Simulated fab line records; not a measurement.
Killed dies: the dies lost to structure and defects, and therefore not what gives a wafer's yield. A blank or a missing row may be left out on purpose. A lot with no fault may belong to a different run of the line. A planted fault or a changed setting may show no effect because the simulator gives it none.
Matching of chambers + flow sky130 + cmp-02 running SKY_VIA3_CMP_24: 4 sister chambers
The step polishes, stops on SiO2, t overpolish 20 s, target thk 0 nm. 14 wafers are shown with their chamber, then 7 later ones without.

WAFERS PAIRED WITH THEIR CHAMBERS
| wafer  | chamber | motor_current_A (A) | overpolish_run_s (s) | time_to_endpoint_s (s) |
|--------|---------|---------------------|----------------------|------------------------|
| L232.4 | 1       | 13.0                | 19.989               | 96                     |
| L232.5 | 2       | 11.6                | 19.992               | 96                     |
| L232.6 | 3       | 11.2                | 20.018               | 95                     |
| L231.2 | 1       | 12.4                | 19.987               | 94                     |
| L231.3 | 3       | 11.8                | 20.008               | 91                     |
| L231.4 | 2       | 12.5                | 19.990               | 93                     |
| L236.2 | 2       | 11.6                | 20.000               | 95                     |
| L236.3 | 1       | 12.6                | 20.000               | 97                     |
| L236.6 | 3       | 11.0                | 19.998               | 95                     |
| L238.4 | 3       | 10.8                | 19.992               | 93                     |
| L238.5 | 3       | 10.9                | 19.993               | 96                     |
| L238.6 | 0       | 9.8                 | 19.998               | 96                     |
| L244.3 | 2       | 12.1                | 20.002               | 90                     |
| L244.4 | 0       | 8.9                 | 19.998               | 93                     |

SIGNATURES (averages over the wafers above)
| reading            | chamber 0 | chamber 1 | chamber 2 | chamber 3 | scatter within a chamber |
|--------------------|-----------|-----------|-----------|-----------|--------------------------|
| motor_current_A    | 9.350     | 12.667    | 11.950    | 11.140    | 0.424                    |
| overpolish_run_s   | 19.99800  | 19.99200  | 19.99600  | 20.00180  | 0.00831                  |
| time_to_endpoint_s | 94.50     | 95.67     | 93.50     | 94.00     | 2.15                     |
Rule: a wafer's distance from a chamber is the root of the sum, over the readings, of the square of ((its reading less the chamber's mean) divided by the reading's scatter). The wafer belongs to the nearest chamber; if the next one is less than 2 further off, it can't be placed. The scatter is the square root of a quotient: the sum, over the shown wafers, of each reading's squared deviation from its chamber's mean, divided by wafers minus chambers.

WAFERS WITHOUT THEIR CHAMBER
| wafer  | motor_current_A (A) | overpolish_run_s (s) | time_to_endpoint_s (s) |
|--------|---------------------|----------------------|------------------------|
| L244.6 | 9.4                 | 20.001               | 96                     |
| L252.1 | 8.9                 | 20.007               | 96                     |
| L252.3 | 12.6                | 20.005               | 95                     |
| L252.6 | 9.2                 | 19.999               | 94                     |
| L254.3 | 12.8                | 20.016               | 94                     |
| L254.4 | 11.3                | 20.004               | 91                     |
| L254.6 | 11.1                | 20.008               | 99                     |

CHAMBER TAKEN BY EACH
| wafer  | from the rows above          | in truth |
|--------|------------------------------|----------|
| L244.6 | 0                            | 0        |
| L252.1 | 0                            | 0        |
| L252.3 | can't be placed: 1 or 2 or 3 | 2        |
| L252.6 | 0                            | 0        |
| L254.3 | can't be placed: 1 or 2 or 3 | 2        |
| L254.4 | can't be placed: 3 or 2      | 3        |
| L254.6 | can't be placed: 3 or 2      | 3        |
Correct placement for 3 of the 7. Unplaceable from these rows: 4, with the true chamber sitting among the candidates in 4. 0 placed wrongly.
